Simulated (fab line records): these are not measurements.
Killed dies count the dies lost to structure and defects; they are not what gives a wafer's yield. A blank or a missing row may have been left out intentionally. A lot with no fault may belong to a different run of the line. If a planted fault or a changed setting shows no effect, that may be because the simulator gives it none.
fab line records	flow sky130
record: lots: 6	wafers: 18	last-day: 50
route steps=708 shown METAL5@671 PASSIVATION@681 PAD_OPEN@694
lots that met no fault: from a run of the same line without faults
start-h: hours from the record's first day to the start of the lot's first wafer shown	wait-h: hours from the lot's prior step to this one	" repeats the value in the row above	L1.1+2: a single row standing in for several wafers	- value missing, or start not given	* or withheld: withheld	< > ~ a bound
route shown NAME@n: a module of which the file shows steps, and the number in the route of the first	usual: the fault-free wafers' mean and standard deviation	same: alike in all rows	chamber/n: place in a boat	sites: each site's reading	_std_site: the standard deviation of these	_edge_site: the outer-site mean with the inner-site mean subtracted	radius-mm: how far each site lies from the wafer's centre	mask NAME#n: copy n	behind: the tool/chamber that last shaped the wafer	hold: reason for holding the lot/hours on hold/outcome of the hold	device: the n, p or np transistor that did not switch	end of line: the route-end tests of the same wafers	for a step that has no rows: nothing shown but its recipe	killed: not the wafer's yield, but the dies lost to structure and defects at the first sort	map: dies across one wafer; x = killed, . = not, _ = none there
set.NAME: the setting that was run; set.NAME@STEP: the one run at that earlier step	model.NAME: the simulator's own value behind a step, which no gauge read
lots at some steps of the route; a table a step, a row a wafer
services: the hour from which a tool's chamber was out of use, counted from the record's first day as start-h (under 0 if before that day), plus the number of hours and why
== steps ==
step: SKY_METAL5_SOFTBAKE_10
recipe: temp-c: 90	time-s: 60	resist: NOVOLAK
step: SKY_METAL5_EXPOSE_11
recipe: mask-id: MM5	na: 0.6	source-shape: conventional	sigma-outer: 0.6	polarization: unpolarized	target-cd-nm: 1600	dose-mj: 190
step: SKY_METAL5_PEB_12
recipe: temp-c: withheld	time-s: *	resist: NOVOLAK
step: SKY_METAL5_DEVELOP_13
recipe: resist: NOVOLAK	developer: TMAH	develop-time-s: 60	dev-temp-c: 23
step: SKY_METAL5_DESCUM_14
recipe: chemistry: O2	source-power-w: 150	bias-power-w: 0	pressure-mtorr: 10	temp-c: 40	time-s: 11
step: SKY_METAL5_METAL_ETCH_15
recipe: target-depth-a: 12600	stop-on: SiO2	over-etch-frac: 0.2	time-s: 247.3	chemistry: Cl2/BCl3	resist-sidewall-deg: 86	pressure-mtorr: 10	icp-w: 900	bias-w: 48.5	Cl2_flow_sccm: 60	bcl3-flow-sccm: 30
usual: drypump-motor-current-A: 5.6/0.4	oes-product-au: 0.903/0.005	throttle-valve-pct: 22.265/0.01
lot.wafer	tool	chamber	start-h	wait-h	drypump-motor-current-A	oes-product-au	rf-hours-counter-h	throttle-valve-pct
L382.2	rie-metal-03	1	1051.12	0.0	5.8	0.904	7	22.278
L382.3	"	0	"	"	5.7	0.906	-	22.262
L382.5	"	0	"	"	5.7	0.902	-	22.257
L383.1	rie-metal-01	0	1058.27	0.0	5.1	0.894	20	22.266
L383.3	"	0	"	"	5.1	0.897	-	22.260
L383.5	"	0	"	"	5.1	0.895	-	22.258
L386.2	rie-metal-02	0	1074.20	0.0	5.2	0.894	14	22.267
L386.4	"	0	"	"	5.2	0.901	-	22.286
L386.5	"	0	"	"	5.3	0.895	-	22.261
L387.3	rie-metal-02	1	1082.29	0.1	6.3	0.903	-	22.257
L387.4	"	0	"	"	5.3	0.898	-	22.275
L387.5	"	1	"	"	6.3	0.898	-	22.266
L388.2	rie-metal-01	0	1091.87	0.0	5.1	0.906	22	22.252
L388.4	"	1	"	"	5.6	0.909	-	22.266
L388.5	"	1	"	"	5.6	0.908	-	22.252
L399.1	rie-metal-01	1	1154.72	0.0	5.7	0.902	15	22.260
L399.2	"	0	"	"	5.1	0.904	27	22.271
L399.3	"	1	"	"	5.7	0.907	-	22.271
step: SKY_METAL5_STRIP_16
recipe: chemistry: O2/N2	power-w: 1400	pressure-mtorr: 1500	platen-temp-c: withheld	o2-flow-sccm: 3000	n2-flow-sccm: 300	overash-fraction: 0.5
usual: drypump-motor-current-A: 5.9/0.44	oes-product-au: 0.711/0.0047	strip-time-to-endpoint-s: 13.28/0.095
same: overash-fraction: 0.5
lot.wafer	tool	chamber	start-h	wait-h	drypump-motor-current-A	oes-product-au	rf-hours-counter-h	strip-time-to-endpoint-s
L382.2	plasma-asher-04	1	1051.35	0.2	5.8	0.702	123	13.18
L382.3	"	0	"	"	6.5	0.719	-	13.42
L382.5	"	1	"	"	5.8	0.715	-	13.44
L383.1	plasma-asher-03	1	1058.50	0.2	5.6	0.715	29	13.33
L383.3	"	0	"	"	5.8	0.718	-	13.38
L383.5	"	1	"	"	5.5	0.709	-	13.32
L386.2	plasma-asher-01	0	1074.43	0.2	5.4	0.710	96	13.15
L386.4	"	0	"	"	5.4	0.712	-	13.17
L386.5	"	1	"	"	6.4	0.702	-	13.22
L387.3	plasma-asher-04	1	1082.48	0.1	5.8	0.716	-	13.24
L387.4	"	0	"	"	6.6	0.713	-	13.28
L387.5	"	0	"	"	6.6	0.720	-	13.18
L388.2	plasma-asher-03	1	1092.10	0.2	5.6	0.709	33	13.28
L388.4	"	0	"	"	5.8	0.710	-	13.32
L388.5	"	0	"	"	5.8	0.711	-	13.23
L399.1	plasma-asher-03	0	1154.95	0.2	5.8	0.711	39	13.37
L399.2	"	1	"	"	5.6	0.708	39	13.41
L399.3	"	1	"	"	5.6	0.709	-	13.40
step: SKY_METAL5_STRIP_17
recipe: chemistry: post-etch-residue-remover	time-s: 1200	temp-c: 72.5
step: SKY_METAL5_CLEAN_18
recipe: chemistry: IPA	time-s: 180	temp-c: 25
step: SKY_METAL5_CLEAN_19
recipe: chemistry: O3/DIW	dry: n2-spin
step: SKY_PASSIVATION_CVD_00
recipe: material: SiO2	target-thk-nm: 90	temp-c: 400	time-s: withheld	rf-w: 600
usual: heater-power-w: 610/98	susceptor-temp-C: 399.98/0.23
lot.wafer	tool	chamber	start-h	wait-h	heater-power-w	susceptor-temp-C
L382.2	pecvd-03	2	1052.38	0.0	820	400.10
L382.3	"	1	"	"	620	400.17
L382.5	"	1	"	"	625	400.22
L383.1	pecvd-04	1	1059.09	0.0	507	400.01
L383.3	"	0	"	"	680	400.47
L383.5	"	1	"	"	510	399.88
L386.2	pecvd-03	2	1075.07	0.0	859	400.47
L386.4	"	2	"	"	863	400.25
L386.5	"	0	"	"	531	399.78
L387.3	pecvd-01	0	1083.04	0.0	553	399.99
L387.4	"	1	"	"	585	400.25
L387.5	"	0	"	"	558	400.30
L388.2	pecvd-04	0	1092.72	0.0	572	399.89
L388.4	"	0	"	"	582	400.07
L388.5	"	1	"	"	602	399.81
L399.1	pecvd-03	0	1155.57	0.0	480	399.94
L399.2	"	1	"	"	596	399.89
L399.3	"	0	"	"	493	399.91
step: SKY_PASSIVATION_THK_MEAS_01
recipe: reads: SiO2_of_PASSIVATION_CVD_00
usual: PASSIVATION_CVD_00_THK: 89.9/1.5
lot.wafer	tool	chamber	start-h	wait-h	PASSIVATION_CVD_00_THK[nm]
L382.2	film-metro-03	-	1052.41	-	88.6
L382.3	"	-	"	"	91.0
L382.5	"	-	"	"	91.2
L383.1	film-metro-02	-	1059.13	-	90.1
L383.3	"	-	"	"	87.9
L383.5	"	-	"	"	91.6
L386.2	film-metro-02	-	1075.11	-	87.9
L386.4	"	-	"	"	89.0
L386.5	"	-	"	"	88.3
L387.3	film-metro-01	-	1083.08	-	90.2
L387.4	"	-	"	"	90.2
L387.5	"	-	"	"	92.3
L388.2	film-metro-03	-	1092.75	-	88.6
L388.4	"	-	"	"	90.2
L388.5	"	-	"	"	92.1
L399.1	film-metro-03	-	1155.65	-	87.5
L399.2	"	-	"	"	90.2
L399.3	"	-	"	"	88.9
step: SKY_PASSIVATION_CVD_02
recipe: material: Si3N4	target-thk-nm: 540	temp-c: 400	time-s: withheld	rf-w: 450
usual: heater-power-w: 657/74	susceptor-temp-C: 399.96/0.2
lot.wafer	tool	chamber	start-h	wait-h	heater-power-w	susceptor-temp-C	model.Si3N4_of_PASSIVATION_CVD_02.thk-nm
L382.2	pecvd-04	2	1052.46	0.0	615	399.84	530.3
L382.3	"	0	"	"	616	399.69	542.9
L382.5	"	2	"	"	656	399.77	534.6
L383.1	pecvd-03	0	1059.19	0.1	656	400.04	535.5
L383.3	"	1	"	"	685	400.17	546.4
L383.5	"	2	"	"	870	400.05	543
L386.2	pecvd-04	0	1075.16	0.0	661	399.83	245.3
L386.4	"	2	"	"	591	400.04	534.5
L386.5	"	0	"	"	720	400.11	255.7
L387.3	pecvd-04	2	1083.12	0.0	724	400.18	248.5
L387.4	"	2	"	"	592	400.04	540
L387.5	"	1	"	"	645	399.56	259.1
L388.2	pecvd-03	0	1092.80	0.0	621	400.14	540.7
L388.4	"	1	"	"	678	400.01	545.4
L388.5	"	2	"	"	894	400.14	538.8
L399.1	pecvd-01	2	1155.71	0.1	619	400.32	534.1
L399.2	"	0	"	"	671	400.18	539
L399.3	"	1	"	"	733	400.14	536.6
step: SKY_PASSIVATION_THK_MEAS_03
recipe: reads: Si3N4_of_PASSIVATION_CVD_02
usual: PASSIVATION_CVD_02_THK: 540/7.7
lot.wafer	tool	chamber	start-h	wait-h	PASSIVATION_CVD_02_THK[nm]
L382.2	film-metro-01	-	1052.69	-	530
L382.3	"	-	"	"	543
L382.5	"	-	"	"	535
L383.1	film-metro-01	-	1059.41	-	535
L383.3	"	-	"	"	546
L383.5	"	-	"	"	543
L386.2	film-metro-01	-	1075.51	-	245
L386.4	"	-	"	"	535
L386.5	"	-	"	"	256
L387.3	film-metro-03	-	1083.37	-	249
L387.4	"	-	"	"	540
L387.5	"	-	"	"	259
L388.2	film-metro-02	-	1093.04	-	541
L388.4	"	-	"	"	546
L388.5	"	-	"	"	538
L399.1	film-metro-01	-	1155.94	-	534
L399.2	"	-	"	"	539
L399.3	"	-	"	"	537
step: SKY_PASSIVATION_DEHYDRATE_04
recipe: temp-c: 200	time-s: 60
step: SKY_PASSIVATION_HMDS_05
recipe: prime-time-s: 60	prime-temp-c: 120
step: SKY_PASSIVATION_COAT_06
recipe: spin-rpm: 2000	resist-thk-nm: 3000
step: SKY_PASSIVATION_SOFTBAKE_07
recipe: temp-c: 110	time-s: withheld
step: SKY_PASSIVATION_EXPOSE_08
recipe: mask-id: NSM	target-cd-nm: 3000	na: 0.57	dose-mj: 260
step: SKY_PASSIVATION_PEB_09
recipe: temp-c: 115	time-s: withheld
step: SKY_PASSIVATION_DEVELOP_10
recipe: develop-time-s: 60	dev-temp-c: 23
step: SKY_PASSIVATION_ETCH_11
recipe: chemistry: CF4/O2	target-depth-nm: 725	stop-on: AlCu	source-w: 800	bias-w: 150	pressure-mtorr: 150	cf4-flow-sccm: 80	O2_flow_sccm: 10	time-s: 161.1
usual: drypump-motor-current-A: 5.4/0.37	oes-product-au: 0.975/0.0079	throttle-valve-pct: 5.963/0.0097
lot.wafer	tool	chamber	start-h	wait-h	drypump-motor-current-A	oes-product-au	rf-hours-counter-h	throttle-valve-pct	model.etch.depth-nm	model.PASSIVATION.feature-depth-nm
L382.2	rie-diel-01	1	1073.86	-	5.5	0.970	13	5.952	694.8	694.8
L382.3	"	3	"	"	5.8	0.976	5	5.965	710.1	710.1
L382.5	"	0	"	"	5.8	0.985	-	5.970	701.8	701.8
L383.1	rie-diel-01	1	1079.82	-	5.5	0.970	13	5.968	700.7	700.7
L383.3	"	3	"	"	5.9	0.982	5	5.951	708.4	708.4
L383.5	"	0	"	"	5.8	0.982	-	5.955	709.5	709.5
L386.2	rie-diel-01	0	1095.87	-	5.8	0.724	13	5.893	406.5	406.5
L386.4	"	2	"	"	5.2	0.958	15	5.965	691	691
L386.5	"	3	"	"	5.8	0.740	-	5.895	418.5	418.5
L387.3	rie-diel-01	3	1102.92	-	5.8	0.730	6	5.885	413.1	413.1
L387.4	"	2	"	"	5.1	0.976	15	5.967	700.9	700.9
L387.5	"	0	"	"	5.8	0.739	-	5.896	426.1	426.1
L388.2	rie-diel-02	1	1113.07	-	5.3	0.968	28	5.952	702	702
L388.4	"	3	"	"	4.7	0.976	-	5.949	712.3	712.3
L388.5	"	3	"	"	4.7	0.974	-	5.970	705.3	705.3
L399.1	rie-diel-03	3	1172.37	-	5.2	0.961	17	5.949	692.4	692.4
L399.2	"	0	"	"	5.2	0.987	23	5.951	702	702
L399.3	"	1	"	"	5.5	0.978	21	5.957	701.6	701.6
step: SKY_PASSIVATION_STRIP_12
recipe: chemistry: O2/N2	power-w: 1400	pressure-mtorr: 1500	platen-temp-c: withheld	overash-fraction: 0.7	o2-flow-sccm: 3000	n2-flow-sccm: 300
usual: drypump-motor-current-A: 5.9/0.51	oes-product-au: 0.661/0.0041	strip-time-to-endpoint-s: 31.55/0.17
same: overash-fraction: 0.7
lot.wafer	tool	chamber	start-h	wait-h	drypump-motor-current-A	oes-product-au	rf-hours-counter-h	strip-time-to-endpoint-s
L382.2	plasma-asher-02	1	1073.97	0.1	5.5	0.658	66	31.69
L382.3	"	1	"	"	5.5	0.661	-	31.63
L382.5	"	0	"	"	6.7	0.661	-	31.60
L383.1	plasma-asher-01	1	1079.92	0.1	6.4	0.664	97	31.63
L383.3	"	1	"	"	6.4	0.660	-	31.47
L383.5	"	0	"	"	5.4	0.658	-	31.30
L386.2	plasma-asher-02	1	1095.97	0.1	5.6	0.661	68	31.62
L386.4	"	0	"	"	6.8	0.650	-	31.82
L386.5	"	0	"	"	6.8	0.664	-	31.50
L387.3	plasma-asher-01	1	1103.06	0.1	6.4	0.660	-	31.63
L387.4	"	0	"	"	5.4	0.665	-	31.90
L387.5	"	1	"	"	6.4	0.657	-	31.59
L388.2	plasma-asher-02	1	1113.22	0.1	5.6	0.662	70	31.78
L388.4	"	1	"	"	5.5	0.659	-	31.63
L388.5	"	1	"	"	5.6	0.660	-	31.50
L399.1	plasma-asher-01	0	1172.47	0.1	5.4	0.658	105	31.82
L399.2	"	1	"	"	6.4	0.666	105	31.50
L399.3	"	0	"	"	5.4	0.660	-	31.62
step: SKY_PAD_OPEN_DEHYDRATE_00
recipe: temp-c: 200	time-s: 60
step: SKY_PAD_OPEN_HMDS_01
recipe: prime-time-s: 60	prime-temp-c: 120
step: SKY_PAD_OPEN_COAT_02
recipe: spin-rpm: 2000	resist-thk-nm: 3000
step: SKY_PAD_OPEN_SOFTBAKE_03
recipe: temp-c: 110	time-s: withheld
step: SKY_PAD_OPEN_EXPOSE_04
recipe: mask-id: PDM	target-cd-nm: 60000	na: 0.57	dose-mj: 260
step: SKY_PAD_OPEN_PEB_05
recipe: temp-c: 115	time-s: withheld
step: SKY_PAD_OPEN_DEVELOP_06
recipe: develop-time-s: 57.12	dev-temp-c: 23
step: SKY_PAD_OPEN_ETCH_07
recipe: chemistry: CF4/O2	target-depth-nm: 725	stop-on: AlCu	source-w: 800	bias-w: 150	pressure-mtorr: 150	cf4-flow-sccm: 80	O2_flow_sccm: 10	time-s: 161.1
usual: drypump-motor-current-A: 5.5/0.55	oes-product-au: 0.975/0.0083	throttle-valve-pct: 5.963/0.01
lot.wafer	tool	chamber	start-h	wait-h	drypump-motor-current-A	oes-product-au	rf-hours-counter-h	throttle-valve-pct	model.PAD_OPEN.feature-depth-nm	model.etch.depth-nm
L382.2	rie-diel-02	0	1094.23	-	4.7	0.969	22	5.958	694.8	694.8
L382.3	"	2	"	"	5.9	0.982	25	5.962	710.1	710.1
L382.5	"	1	"	"	5.3	0.965	-	5.971	699.6	699.6
L383.1	rie-diel-04	1	1099.73	-	6.2	0.974	10	5.971	700.7	700.7
L383.3	"	2	"	"	6.1	0.989	17	5.967	708.4	708.4
L383.5	"	0	"	"	5.8	0.972	-	5.975	701.4	701.4
L386.2	rie-diel-04	2	1115.98	-	6.1	0.728	18	5.886	406.5	406.5
L386.4	"	3	"	"	6.6	0.976	1	5.956	697.5	697.5
L386.5	"	2	"	"	6.1	0.744	-	5.896	418.5	418.5
L387.3	rie-diel-02	1	1122.22	-	5.3	0.731	28	5.876	413.1	413.1
L387.4	"	2	"	"	5.9	0.979	25	5.971	703.5	703.5
L387.5	"	1	"	"	5.3	0.747	-	5.900	426.1	426.1
L388.2	rie-diel-03	3	1132.53	-	5.2	0.961	15	5.953	680.9	680.9
L388.4	"	1	"	"	5.5	0.979	20	5.967	712.3	712.3
L388.5	"	0	"	"	5.2	0.984	-	5.958	705.3	705.3
L399.1	rie-diel-02	3	1189.43	-	4.7	0.980	28	5.972	695.7	695.7
L399.2	"	1	"	"	5.3	0.971	31	5.941	702	702
L399.3	"	0	"	"	4.7	0.977	26	5.957	701.6	701.6
step: SKY_PAD_OPEN_STRIP_08
recipe: chemistry: O2/N2	power-w: 1400	pressure-mtorr: 1500	platen-temp-c: withheld	overash-fraction: 0.7	o2-flow-sccm: 3000	n2-flow-sccm: 300
usual: drypump-motor-current-A: 6.1/0.52	oes-product-au: 0.663/0.0045	strip-time-to-endpoint-s: 37.09/0.11
same: overash-fraction: 0.7
lot.wafer	tool	chamber	start-h	wait-h	drypump-motor-current-A	oes-product-au	rf-hours-counter-h	strip-time-to-endpoint-s
L382.2	plasma-asher-01	0	1094.34	0.1	5.4	0.654	98	37.14
L382.3	"	0	"	"	5.4	0.663	-	37.12
L382.5	"	0	"	"	5.4	0.666	-	37.05
L383.1	plasma-asher-02	0	1099.84	0.1	6.8	0.661	69	37.09
L383.3	"	1	"	"	5.5	0.651	-	37.04
L383.5	"	0	"	"	6.8	0.659	-	37.01
L386.2	plasma-asher-01	0	1116.09	0.1	5.4	0.660	100	37.16
L386.4	"	1	"	"	6.4	0.666	-	37.08
L386.5	"	0	"	"	5.4	0.662	-	37.05
L387.3	plasma-asher-04	1	1122.36	0.1	5.8	0.669	-	37.19
L387.4	"	0	"	"	6.5	0.664	-	37.25
L387.5	"	1	"	"	5.8	0.670	-	37.17
L388.2	plasma-asher-02	1	1132.64	0.1	5.5	0.663	72	37.04
L388.4	"	0	"	"	6.7	0.659	-	36.92
L388.5	"	0	"	"	6.7	0.669	-	37.00
L399.1	plasma-asher-04	1	1189.54	0.1	5.7	0.662	11	37.16
L399.2	"	0	"	"	6.5	0.665	11	37.13
L399.3	"	0	"	"	6.5	0.667	-	37.06
step: SKY_PAD_OPEN_STRIP_09
recipe: chemistry: post-etch-residue-remover	time-s: 1200	temp-c: 72.5
lot.wafer	tool	chamber	start-h	wait-h	model.Si3N4_of_PASSIVATION_CVD_02.thk-nm
L382.2	wet-bench-01	3	1094.44	0.1	529.9
L382.3	"	3	"	"	542.5
L382.5	"	3	"	"	534.2
L383.1	wet-bench-03	2	1099.94	0.1	535.2
L383.3	"	2	"	"	546
L383.5	"	2	"	"	542.6
L386.2	wet-bench-03	3	1116.19	0.1	245
L386.4	"	3	"	"	534.1
L386.5	"	3	"	"	255.4
L387.3	wet-bench-03	2	1122.42	0.0	248.1
L387.4	"	2	"	"	539.6
L387.5	"	2	"	"	258.7
L388.2	wet-bench-03	0	1132.74	0.1	540.3
L388.4	"	0	"	"	545.1
L388.5	"	0	"	"	538.4
L399.1	wet-bench-01	0	1189.64	0.1	533.8
L399.2	"	0	"	"	538.6
L399.3	"	0	"	"	536.2
step: SKY_PAD_OPEN_CLEAN_10
recipe: chemistry: IPA	time-s: 180	temp-c: 25
step: SKY_PAD_OPEN_PROBE_99
usual: defect-limited-yield: 82.3/1.7	killed_at_M0_to_M3: 43/6.8	killed_at_M4_up: 3.3/1.8	killed-at-contacts: 25/5.9	killed-at-front-end: 16/4.2	killed-at-other: 0.3/0.69	killed-dies: 87/8.6	killed-open: 48/6.3	killed-short: 39/5.3	sort_bin_3_pad_short: 0.9/0.38	sort_bin_5_function: 10.5/1.4	sort_bin_6_memory: 6.4/1.1	sort-n-pass: 405/8.6	sort-yield-pct: 82.3/1.7
same: gross-dies: 492	killed-at-back-side: 0	sort_bin_4_leakage[%]: 0	sort_bin_8_speed[%]: 0
lot.wafer	tool	chamber	start-h	wait-h	defect-limited-yield[%]	killed_at_M0_to_M3	killed_at_M4_up	killed-at-contacts	killed-at-front-end	killed-at-other	killed-dies	killed-open	killed-short	sort_bin_3_pad_short[%]	sort_bin_5_function[%]	sort_bin_6_memory[%]	sort-n-pass	sort-yield-pct[%]
L382.2	prober-02	-	1096.64	0.1	83.3	32	3	31	16	0	82	46	36	0.4	9.1	7.1	410	83.3
L382.3	prober-02	-	1096.69	0.2	82.3	47	4	20	16	0	87	52	35	0.4	10.8	6.5	405	82.3
L382.5	prober-02	-	1096.79	0.2	83.5	41	3	18	18	1	81	42	39	2.0	8.9	5.5	411	83.5
L386.2	prober-01	-	1118.35	0.1	82.5	45	3	18	19	1	86	44	42	1.0	11.4	5.1	406	82.5
L386.4	prober-01	-	1118.45	0.2	82.3	41	4	21	21	0	87	46	41	0.2	11.2	6.3	405	82.3
L386.5	prober-01	-	1118.50	0.2	82.3	46	3	22	16	0	87	47	40	0.8	10.8	6.1	405	82.3
L388.2	prober-01	-	1134.94	0.1	84.3	43	4	19	11	0	77	47	30	0.8	7.9	6.9	415	84.3
L388.4	prober-01	-	1135.04	0.2	80.5	45	2	39	9	1	96	52	44	1.6	11.4	6.5	396	80.5
L388.5	prober-01	-	1135.09	0.2	80.3	50	5	26	16	0	97	59	38	0.4	12.2	7.1	395	80.3
killed by level:class
L382.2 CONTACT:geometric-particle:short=12 CONTACT:geometric-particle:open=12 VIA1:geometric-particle:open=9 VIA2:geometric-particle:open=7 FIELD_ISO:geometric-particle:short=6 FIELD_ISO:geometric-particle:open=5 LI_CONTACT:geometric-particle:open=4 VIA3:geometric-particle:open=4
L382.3 VIA1:geometric-particle:open=13 VIA2:geometric-particle:open=13 CONTACT:geometric-particle:short=6 VIA1:geometric-particle:short=6 FIELD_ISO:geometric-particle:open=5 CONTACT:geometric-particle:open=5 POLY_GATE:geometric-particle:open=4 LI_CONTACT:geometric-particle:open=4
L382.5 VIA1:geometric-particle:open=10 VIA3:geometric-particle:open=7 POLY_GATE:geometric-particle:short=6 CONTACT:geometric-particle:open=6 FIELD_ISO:geometric-particle:short=5 LI_CONTACT:geometric-particle:open=5 VIA2:geometric-particle:open=5 VIA1:geometric-particle:short=4
L386.2 VIA1:geometric-particle:open=13 METAL1:geometric-particle:short=7 CONTACT:geometric-particle:open=6 VIA2:geometric-particle:open=6 FIELD_ISO:geometric-particle:short=5 FIELD_ISO:geometric-particle:open=5 METAL2:geometric-particle:short=5 LI_CONTACT:geometric-particle:open=4
L386.4 VIA1:geometric-particle:open=9 CONTACT:geometric-particle:open=8 VIA2:geometric-particle:open=7 METAL1:geometric-particle:short=7 LI_CONTACT:geometric-particle:short=6 VIA1:geometric-particle:short=5 METAL2:geometric-particle:short=5 LI_CONTACT:geometric-particle:open=4
L386.5 METAL1:geometric-particle:short=7 LI_CONTACT:geometric-particle:open=7 CONTACT:geometric-particle:open=6 VIA1:geometric-particle:open=6 VIA3:geometric-particle:open=6 VIA3:geometric-particle:short=5 METAL2:geometric-particle:short=5 SPACER:geometric-particle:open=5
L388.2 VIA1:geometric-particle:open=11 LI_CONTACT:geometric-particle:open=8 VIA2:geometric-particle:open=8 VIA3:geometric-particle:open=6 LOCAL_INTERCONNECT:geometric-particle:short=5 CONTACT:geometric-particle:open=5 VIA1:geometric-particle:short=5 METAL2:geometric-particle:short=5
L388.4 VIA1:geometric-particle:open=11 CONTACT:geometric-particle:short=10 CONTACT:geometric-particle:open=10 VIA3:geometric-particle:open=10 VIA2:geometric-particle:open=7 LI_CONTACT:geometric-particle:open=6 LOCAL_INTERCONNECT:geometric-particle:short=6 METAL1:geometric-particle:short=6
L388.5 VIA1:geometric-particle:open=14 LI_CONTACT:geometric-particle:open=9 CONTACT:geometric-particle:open=8 VIA2:geometric-particle:open=8 CONTACT:geometric-particle:short=6 METAL2:geometric-particle:short=6 METAL1:geometric-particle:short=5 METAL2:geometric-particle:open=5
== services ==
tool	chamber	start-h	hours	kind
rie-diel-02	0	1040.71	1.9	repair
wet-bench-03	-	1044.14	1.1	repair
plasma-asher-04	-	1055.25	9.0	pm
pecvd-03	-	1058.38	0.4	repair
pecvd-04	2	1059.04	13.7	repair
wet-bench-03	-	1062.92	1.6	repair
pecvd-03	1	1078.88	10.6	repair
rie-diel-02	3	1080.24	2.9	repair
pecvd-04	0	1081.13	1.7	repair
plasma-asher-01	-	1081.95	4.3	repair
plasma-asher-04	-	1090.22	5.1	repair
rie-diel-02	2	1094.70	5.1	repair
rie-diel-02	1	1097.07	5.6	repair
rie-diel-02	2	1110.10	3.2	repair
rie-diel-02	0	1110.33	6.1	repair
rie-diel-01	1	1110.40	4.3	repair
plasma-asher-04	-	1119.76	2.4	repair
pecvd-04	2	1129.09	4.3	repair
plasma-asher-04	-	1129.40	1.8	repair
rie-diel-01	3	1135.44	1.7	repair
plasma-asher-01	-	1143.97	7.7	repair
plasma-asher-01	-	1150.01	2.2	repair
pecvd-03	2	1150.20	20.7	repair
pecvd-04	-	1177.34	14.6	pm
== key ==
first-sign: step: SKY_PASSIVATION_THK_MEAS_03	reading: PASSIVATION_CVD_02_THK	direction: down	sigmas: 37	usual: 540	struck: 252
effect: step: SKY_PASSIVATION_ETCH_11	reading: oes-product-au	direction: down	sigmas: 31	usual: 0.975	struck: 0.733
effect: step: SKY_PAD_OPEN_ETCH_07	reading: oes-product-au	direction: down	sigmas: 29	usual: 0.975	struck: 0.737
model-effect: step: SKY_PASSIVATION_CVD_02	value: Si3N4_of_PASSIVATION_CVD_02.thk-nm	without: 542.6	struck: 252.1
model-effect: step: SKY_PASSIVATION_ETCH_11	value: etch.depth-nm	without: 706.4	struck: 416
model-effect: step: SKY_PAD_OPEN_ETCH_07	value: PAD_OPEN.feature-depth-nm	without: 703.5	struck: 416
model-effect: step: SKY_PAD_OPEN_STRIP_09	value: Si3N4_of_PASSIVATION_CVD_02.thk-nm	without: 542.2	struck: 251.8
met-at SKY_PASSIVATION_CVD_02
struck-wafers L386.2,L386.5,L387.3,L387.5
onset-between 1052.46 1075.16
fault: kind: process-parameter-drift	tool: pecvd-04	chamber: -	onset-h: 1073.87	steps: SKY_PASSIVATION_CVD_02	channel: target-thk-nm	offset: -290.79	shape: step	end-h: 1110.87	scope: struck-wafers-only	acts-in: these-recipes-only	stated: 540
